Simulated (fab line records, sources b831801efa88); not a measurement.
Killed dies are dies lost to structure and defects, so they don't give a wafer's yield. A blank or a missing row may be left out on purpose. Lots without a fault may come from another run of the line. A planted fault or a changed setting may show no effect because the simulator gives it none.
Which tool did it? | flow gf180mcu | 13 lots, 36 wafers sampled, at 3 steps of a route of 602

WHAT THE GAUGES READ, wafer by wafer
GF_SAB_CD_MEAS_09: target cd 420 nm.
lot  | measured     | on        | cd_nm (nm)
L663 | day 15 00:47 | cd_sem-01 | 423.2 421.3 422.9
L664 | day 15 06:55 | cd_sem-01 | 418.1 419.0 419.2
L667 | day 16 14:05 | cd_sem-02 | 415.8 415.9 419.5
L668 | day 16 14:59 | cd_sem-01 | 418.4 416.0 416.6
L669 | day 16 19:53 | cd_sem-02 | 425.5 423.7 426.3
L673 | day 18 07:11 | cd_sem-02 | 423.3
L674 | day 18 16:41 | cd_sem-01 | 425.9 425.6
L680 | day 22 05:23 | cd_sem-01 | 419.6 420.4 419.9
L682 | day 22 21:05 | cd_sem-02 | 420.4 419.0 419.6
L683 | day 23 04:00 | cd_sem-01 | 421.0 420.1 421.2
L685 | day 23 13:32 | cd_sem-02 | 419.3 420.0 419.9
L686 | day 23 14:44 | cd_sem-01 | 420.0 419.9 418.9
L684 | day 23 15:59 | cd_sem-01 | 420.8 419.1 421.1

GF_CONTACT_CD_MEAS_14: target cd 220 nm.
lot  | measured     | on        | cd_nm (nm)
L663 | day 15 22:36 | cd_sem-01 | 221.1 220.3 220.4
L664 | day 16 04:50 | cd_sem-01 | 218.4 218.3 218.9
L667 | day 17 13:59 | cd_sem-01 | 219.9 219.3 219.9
L668 | day 17 14:57 | cd_sem-01 | 218.2 218.1 218.7
L669 | day 17 19:56 | cd_sem-01 | 218.0 218.6 219.8
L673 | day 19 08:35 | cd_sem-02 | 215.1
L674 | day 19 17:38 | cd_sem-01 | 215.6 221.3
L680 | day 23 04:28 | cd_sem-01 | 219.9 219.5 219.8
L682 | day 23 22:00 | cd_sem-01 | 222.8 220.7 221.9
L683 | day 24 04:15 | cd_sem-02 | 218.7 217.8 218.1
L685 | day 24 13:04 | cd_sem-02 | 219.0 219.1 220.1
L686 | day 24 14:22 | cd_sem-01 | 218.9 218.9 219.4
L684 | day 24 15:38 | cd_sem-02 | 220.5 220.0 220.7

WHICH TOOL RAN EACH LOT (tool, then ch and the chambers of the sampled wafers, then the start)
lot  | GF_CONTACT_EXPOSE_11
L663 | krf_scanner-01 ch 0, day 15 12:41
L664 | krf_scanner-02 ch 0, day 15 18:38
L667 | krf_scanner-02 ch 0, day 17 03:41
L668 | krf_scanner-02 ch 0, day 17 04:12
L669 | krf_scanner-02 ch 0, day 17 08:41
L673 | krf_scanner-02 ch 0, day 18 20:38
L674 | krf_scanner-02 ch 0, day 19 06:22
L680 | krf_scanner-01 ch 0, day 22 18:04
L682 | krf_scanner-01 ch 0, day 23 10:34
L683 | krf_scanner-01 ch 0, day 23 17:12
L685 | krf_scanner-02 ch 0, day 24 02:02
L686 | krf_scanner-01 ch 0, day 24 03:42
L684 | krf_scanner-01 ch 0, day 24 04:59
- GF_CONTACT_EXPOSE_11: exposes mask Contact, target cd 220 nm.

WHAT THE TOOLS THEMSELVES READ (means of the sampled wafers that have a number; where no wafer has one, the mark that the record gives instead)
GF_CONTACT_EXPOSE_11.
lot  | tool           | exposure_dose_mJ_cm2
L663 | krf_scanner-01 | 37.97
L664 | krf_scanner-02 | 37.98
L667 | krf_scanner-02 | 37.92
L668 | krf_scanner-02 | 37.95
L669 | krf_scanner-02 | 37.97
L673 | krf_scanner-02 | 37.91
L674 | krf_scanner-02 | 37.96
L680 | krf_scanner-01 | 37.93
L682 | krf_scanner-01 | 37.96
L683 | krf_scanner-01 | 37.92
L685 | krf_scanner-02 | 37.91
L686 | krf_scanner-01 | 37.97
L684 | krf_scanner-01 | 37.94

THE ANSWER, worked out from the rows above alone
Rule: what is usual is taken from the lots themselves. Put in order of their means at a reading, lots are off if they are a third of the lots or fewer, leave a main group of 4 or more, and stand apart from it by a gap of 3 or more times the standard deviation of the main group's means; of several such gaps the widest counts. A main group whose means are all the same, to the digits that the tables above print for the reading, isn't used. A lot without any number at a reading at which 4 lots or more have one is off too. The other lots that the step has rows for count as sound. The gauges are gone through in route order, then the tools' own readings, and for those a lot's mean is taken as printed above. The first step at which some lot is off is used, and at that step the reading that is off furthest; a lot without a number counts as furthest.
No lot is off at any reading shown: from this, nothing can be told.

WHAT THE SIMULATOR HAD PUT IN
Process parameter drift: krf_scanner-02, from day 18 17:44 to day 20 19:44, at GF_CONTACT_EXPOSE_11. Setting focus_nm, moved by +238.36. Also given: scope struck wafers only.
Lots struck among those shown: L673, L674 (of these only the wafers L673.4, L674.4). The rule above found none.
